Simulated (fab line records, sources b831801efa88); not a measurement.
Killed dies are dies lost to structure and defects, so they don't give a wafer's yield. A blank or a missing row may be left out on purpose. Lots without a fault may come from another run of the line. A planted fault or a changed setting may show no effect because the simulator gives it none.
A struck lot beside a sound one | flow sky130 | 26 steps out of a route of 708
Sound: wafers L338.1, L338.2, L338.5. Struck: wafers L334.2, L334.3, L334.4. The cause comes at the end.
At each step with rows: each side's tool, then ch and its chambers, then its first start. Under that, the readings that differ: sound wafers | struck wafers | difference of the means | sigmas: that difference in standard deviations of wafers without a fault.
alike: readings whose means differ by less than 2 such deviations, and words and numbers that are the same on both sides. not compared: withheld readings, readings that some wafer has no value for, bounds like >300 that may hide the same value, and numbers for which the record gives no deviation and whose values overlap.
The two part at a step that has a row with sigmas, a row that says differs or no value, or rows on one side only. Numbers that don't overlap but have no deviation are shown without sigmas and don't part them. A reading that every wafer of one side lacks parts them only if that side has two wafers or more.

first, 1 step without rows for these wafers: SKY_FIELD_ISO_OXIDATION_01 (stabilise 600 s, purge 300 s, target thk 12 nm).
SKY_FIELD_ISO_CVD_03: deposits Si3N4 from DCS/NH3, target thk 165 nm, time 2830 s.
  sound on lpcvd-02 ch 0, day 5 21:34; struck on lpcvd-02 ch 1, day 5 00:42
  reading                                     | sound             | struck            | difference | sigmas
  spike_tc_centre_C (C)                       | 770.9 769.5 772.1 | 773.9 775.3 772.8 | +3.2       | +3
  spike_tc_upper_C (C)                        | 768.1 768.9 768.8 | 735.6 736.8 735.3 | -32.7      | -33
  zone_power_centre_pct (%)                   | 14.3 14.0 14.0    | 17.2 17.4 17.5    | +3.3       | +6
  zone_power_lower_pct (%)                    | 13.5 13.4 13.3    | 11.6 11.4 11.3    | -2.0       | -3
  zone_power_top_pct (%)                      | 27.4 27.6 27.7    | 30.5 30.5 30.6    | +3.0       | +3
  zone_power_upper_pct (%)                    | 14.3 14.0 14.0    | 3.1 3.1 3.2       | -11.0      | -8
  model.Si3N4_of_FIELD_ISO_CVD_03.thk_nm (nm) | 166.2 164.8 166.3 | 153.7 149.5 144.7 | -16.5      |
  alike: spike_tc_lower_C
SKY_FIELD_ISO_THK_MEAS_04:
  sound on film_metro-04, day 5 23:20; struck on film_metro-03, day 5 02:30
  reading                   | sound             | struck            | difference | sigmas
  FIELD_ISO_CVD_03_THK (nm) | 166.1 164.8 166.3 | 153.7 149.5 144.7 | -16.4      | -11
then, 9 steps without rows for these wafers: SKY_FIELD_ISO_DEHYDRATE_05 (time 60 s); SKY_FIELD_ISO_HMDS_06 (prime time 60 s); SKY_FIELD_ISO_COAT_07 (resist thk 60 nm); SKY_FIELD_ISO_COAT_08 (resist thk 450 nm); SKY_FIELD_ISO_SOFTBAKE_09 (time 90 s); SKY_FIELD_ISO_EXPOSE_10 (exposes mask FOM, target cd 150 nm); SKY_FIELD_ISO_PEB_11; SKY_FIELD_ISO_DEVELOP_12 (develop time 57.91 s); SKY_FIELD_ISO_ETCH_14 (etches BARC in N2/H2, stops on SiO2, time 45.9 s, target depth 60 nm).
SKY_FIELD_ISO_ETCH_15: etches the open film in CHF3/O2, stops on Si, target depth 180 nm, time 72 s.
  sound on rie_diel-04 ch 1,3, day 6 18:32; struck on rie_diel-01 ch 0,1, day 5 20:50
  reading                  | sound             | struck            | difference | sigmas
  oes_product_au (a.u.)    | 0.949 0.947 0.949 | 0.905 0.902 0.876 | -0.054     | -8
  model.etch.depth_nm (nm) | 166.2 164.8 166.3 | 153.7 149.5 144.7 | -16.5      |
  alike: bias_w, drypump_motor_current_A, throttle_valve_pct
  not compared: rf_hours_counter_h
then, 10 steps without rows for these wafers: SKY_FIELD_ISO_STRIP_16 (strips in O2/N2); SKY_FIELD_ISO_ETCH_17 (etches Si in HBr/Cl2/O2, target depth 342 nm, time 97.7 s); SKY_FIELD_ISO_WET_ETCH_18 (etches Si3N4 in H3PO4, target depth 25 nm, time 286 s); SKY_FIELD_ISO_CLEAN_19 (cleans in SC1/SC2, time 150 s); SKY_FIELD_ISO_CLEAN_20 (cleans in dHF, time 20 s); SKY_FIELD_ISO_WET_ETCH_21 (etches SiO2 in dHF, target depth 20 nm, time 400 s); SKY_FIELD_ISO_OXIDATION_22 (stabilise 600 s, purge 300 s, target thk 10 nm); SKY_FIELD_ISO_CVD_24 (deposits SiO2, target thk 595 nm, time 99.2 s); SKY_FIELD_ISO_ANNEAL_26 (time 1800 s); SKY_FIELD_ISO_CMP_27 (polishes, stops on Si3N4, t overpolish 16 s, target thk 457.8 nm).
SKY_FIELD_ISO_WET_ETCH_28: etches SiO2 in dHF, target depth 23.7 nm, time 47 s.
  sound on wet_bench-01 ch 1, day 6 23:08; struck on wet_bench-02 ch 2, day 6 01:22
  reading                                     | sound             | struck            | difference | sigmas
  model.Si3N4_of_FIELD_ISO_CVD_03.thk_nm (nm) | 120.2 119.2 120.4 | 107.7 103.8 98.81 | -16.5      |
then, 1 step without rows for these wafers: SKY_FIELD_ISO_WET_ETCH_29 (etches Si3N4 in H3PO4, target depth 160 nm, time 1825 s).
-- the record jumps here: 44 days lie between the struck wafers' starts before and after (it left off in module FIELD_ISO and takes up again in module PAD_OPEN, whose first step shown is number 708 of the route) --
SKY_PAD_OPEN_PROBE_99:
  sound on prober-01, day 50 12:28; struck on prober-01, day 49 18:33
  reading                                   | sound               | struck              | difference | sigmas
  killed_at_contacts                        | 17 21 18            | 28 38 25            | +12        | +2
  model.etest.sram_nfet_pass.off_log10_a_um | -12.6 -12.66 -12.65 | -12.23 -12.1 -11.74 | +0.61      |
  alike: killed_at_M0_to_M3, killed_at_M4_up, killed_at_front_end, killed_at_other, killed_dies, killed_open, killed_short
  not compared: model.etest.cap_li_to_poly.c_af_um2, model.etest.field_n.vt_v

WHERE THEY PART
First at SKY_FIELD_ISO_CVD_03; last, within this record, at SKY_PAD_OPEN_PROBE_99.

WHY: what the simulator had put in
Process parameter drift: lpcvd-02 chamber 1, from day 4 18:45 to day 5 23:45, at SKY_FIELD_ISO_CVD_03. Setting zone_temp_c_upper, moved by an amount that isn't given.
